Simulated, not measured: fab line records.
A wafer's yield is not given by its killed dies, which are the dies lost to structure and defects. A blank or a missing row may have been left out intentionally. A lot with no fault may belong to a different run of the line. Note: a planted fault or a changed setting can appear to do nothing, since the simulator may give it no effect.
Struck lot and sound lot, side by side | flow sky130 | 15 out of 708 route steps
Sound: the wafers L887.2, L887.3, L887.5. Struck: wafer L902.2 (left out: L902.4, L902.6 of the same lot, which were not struck); the cause appears at the end.
For every step that has rows: the tool of each side, followed by ch and its chambers, followed by its first start. Under that, the readings that differ: sound wafers | struck wafers | difference of the means | sigmas: that difference in standard deviations of wafers without a fault.
alike: a reading whose means differ by less than 2 such deviations, as well as words and numbers matching on both sides. not compared: withheld readings; readings where some wafer has no value; bounds like >300 that might hide an equal value; numbers whose values overlap and for which the record gives no deviation.
Wherever a step has rows on one side only, a row that says differs or no value, or a row with sigmas, the two part there. Numbers that have no deviation but don't overlap get no sigmas and don't part them. Lack of a reading on every wafer of one side parts them only where that side has two or more wafers.

SKY_VIA3_CD_MEAS_12: target cd 200 nm.
  sound: cd_sem-02 at day 41 05:59; struck: cd_sem-01 at day 44 14:56
  alike: cd_nm
SKY_VIA3_OVL_MEAS_13:
  sound: overlay-01 at day 41 06:06; struck: overlay-02 at day 44 15:03
  alike: VIA3_OVL
SKY_VIA3_ETCH_14: etches BARC in N2/H2, stops on SiO2, time 45.9 s, target depth 60 nm.
  sound on rie_diel-03 ch 0,3, day 41 06:08; struck on rie_diel-03 ch 0, day 44 15:05
  alike: drypump_motor_current_A, oes_product_au, throttle_valve_pct
  not compared: rf_hours_counter_h
SKY_VIA3_ETCH_15: etches SiO2 in C4F8/O2/Ar, stops on TiN, target depth 507 nm, time 78 s.
  sound on rie_diel-03 ch 0,3, day 41 06:10; struck on rie_diel-03 ch 0, day 44 15:07
  alike: oes_product_au
  not compared: rf_hours_counter_h
then, 4 steps without rows for these wafers: SKY_VIA3_STRIP_16 (strips in O2/N2); SKY_VIA3_STRIP_17 (strips in post etch residue remover, time 1200 s); SKY_VIA3_CLEAN_18 (cleans in IPA, time 180 s); SKY_VIA3_CLEAN_19 (cleans in O3/DIW).
SKY_VIA3_SPUTTER_20: material TiN, target thk 20 nm, time 80 s.
  sound: pvd_sputter-02 at day 41 06:49; struck: pvd_sputter-03 at day 44 15:46
  alike: throttle_valve_pct
SKY_VIA3_CVD_21: deposits W, target thk 390 nm, time 117.31 s.
  sound on cvd_w-01 ch 0,1, day 41 06:53; struck on cvd_w-02 ch 0, day 44 15:50
  alike: heater_power_w
SKY_VIA3_RS_MEAS_22: the measuring method here is four-point-probe.
  sound: film_metro-03 at day 41 07:01; struck: film_metro-03 at day 44 15:58
  alike: VIA3_W_RS
SKY_VIA3_THK_MEAS_23: measures by xrf.
  sound: film_metro-03 at day 41 07:08; struck: film_metro-03 at day 44 16:05
  alike: VIA3_W_THK
SKY_VIA3_CMP_24: polishes, stops on SiO2, t overpolish 20 s, target thk 0 nm.
  sound on cmp-01 ch 0,3, day 41 07:11; struck on cmp-01 ch 2, day 44 16:08
  reading                | sound                | struck | difference | sigmas
  overpolish_run_s (s)   | 20.004 19.983 19.996 | 0.044  | -19.950    | -99 or more
  time_to_endpoint_s (s) | 94 92 96             | 149    | +55        | +17
  alike: motor_current_A
SKY_METAL4_SPUTTER_00: material Ti, target thk 15 nm, time 10 s.
  the record has rows for the sound wafers here (pvd_sputter-04, day 41 07:29) and none for the struck ones
-- the record jumps here: 5 days lie between the struck wafers' starts before and after (it left off in module METAL4 and takes up again in module PAD_OPEN, whose first step shown is number 708 of the route) --
SKY_PAD_OPEN_PROBE_99:
  sound: prober-01 at day 47 02:47; struck: prober-01 at day 49 22:56
  reading                  | sound          | struck | difference | sigmas
  defect_limited_yield (%) | 84.8 82.5 86.2 | 0      | -84        | -44
  killed_at_M0_to_M3       | 37 44 35       | 462    | +423       | +65
  killed_dies              | 75 86 68       | 492    | +416       | +45
  killed_on_rim            | 19 22 11       | 96     | +79        | +19
  killed_short             | 36 36 24       | 46     | +14        | +2
  sort_bin_3_pad_short (%) | 0.2 1.4 0.8    | 84.1   | +83.3      | +99 or more
  sort_n_pass              | 417 406 424    | 0      | -416       | -45
  sort_yield_pct (%)       | 84.8 82.5 86.2 | 0      | -84        | -44
  alike: killed_at_M4_up, killed_at_contacts, killed_at_front_end, killed_at_other, killed_open, sort_bin_5_function, sort_bin_6_memory

== WHERE THEY PART ==
Last at SKY_PAD_OPEN_PROBE_99 as far as this record goes, first at SKY_VIA3_CMP_24.

WHY: the cause the simulator had injected
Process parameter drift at SKY_VIA3_CMP_24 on cmp-01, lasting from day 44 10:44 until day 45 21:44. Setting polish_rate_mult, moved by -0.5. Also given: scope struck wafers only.
